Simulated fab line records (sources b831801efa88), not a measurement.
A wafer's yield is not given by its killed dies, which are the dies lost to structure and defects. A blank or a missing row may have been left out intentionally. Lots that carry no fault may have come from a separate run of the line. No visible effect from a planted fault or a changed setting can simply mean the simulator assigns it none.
Which tool did it? | flow sky130 | 6 lots, 18 wafers sampled, at 3 steps of a route of 708

WHAT EACH GAUGE READ, for each wafer
SKY_SD_N_RS_MEAS_16: measurement is done with a four-point probe.
lot  | measured     | on            | SD_N_RS (ohm/sq)
L542 | day 28 23:31 | film-metro-03 | 68.62 68.47 68.44
L549 | day 30 20:28 | film-metro-04 | 73.85 73.78 73.84 73.90 73.78 73.73
L553 | day 33 23:14 | film-metro-04 | 68.52 68.62 68.54
L556 | day 34 00:14 | film-metro-04 | 68.43 68.64 68.37
L561 | day 35 22:26 | film-metro-03 | 68.53 68.69 68.66
L563 | day 35 23:38 | film-metro-02 | 68.46 68.51 68.45

TOOL THAT RAN EACH LOT (tool first, then ch and the chambers of the sampled wafers, then the start)
lot  | SKY_LDD_HVP_STRIP_09                 | SKY_SD_N_RTA_14
L542 | plasma-asher-01 ch 0,1, day 22 05:31 | rtp-anneal-01 ch 0, day 28 23:20
L549 | plasma-asher-03 ch 0,1, day 24 16:00 | rtp-anneal-01 ch 0, day 30 20:16
L553 | plasma-asher-02 ch 0,1, day 28 00:28 | rtp-anneal-02 ch 0, day 33 23:03
L556 | plasma-asher-03 ch 0,1, day 28 01:29 | rtp-anneal-01 ch 0, day 34 00:01
L561 | plasma-asher-01 ch 0,1, day 30 05:10 | rtp-anneal-02 ch 0, day 35 22:15
L563 | plasma-asher-03 ch 0,1, day 30 05:43 | rtp-anneal-01 ch 0, day 35 23:25
- SKY_LDD_HVP_STRIP_09: strips in O2/N2.
- SKY_SD_N_RTA_14: time 2 s.

THE ANSWER, worked out from the rows above alone
Rule: the usual values come from the lots themselves. The widest of any qualifying gaps counts: lots, ordered by their means at a reading, are off when they make up no more than a third of the lots, leave a main group of 4 or more, and stand apart from it by 3 or more times the standard deviation of that group's means. The tables above print the reading to a certain number of digits; a main group whose means all agree to those digits is not used. A lot without any number at a reading at which 4 lots or more have one is off too. Any other lot the step has rows for is counted as sound.
Off: L549, at SKY_SD_N_RS_MEAS_16 (SD_N_RS). Main group: mean 68.53 ohm/sq, sd 0.057.
A tool fits if, at a process step before that reading, it ran every lot that is off, and no sound lot after the first of them. Those tools and the gauges at SKY_SD_N_RS_MEAS_16 are tried in the same way. Of those tried, none fits.

WHAT HAD BEEN PUT IN BY THE SIMULATOR
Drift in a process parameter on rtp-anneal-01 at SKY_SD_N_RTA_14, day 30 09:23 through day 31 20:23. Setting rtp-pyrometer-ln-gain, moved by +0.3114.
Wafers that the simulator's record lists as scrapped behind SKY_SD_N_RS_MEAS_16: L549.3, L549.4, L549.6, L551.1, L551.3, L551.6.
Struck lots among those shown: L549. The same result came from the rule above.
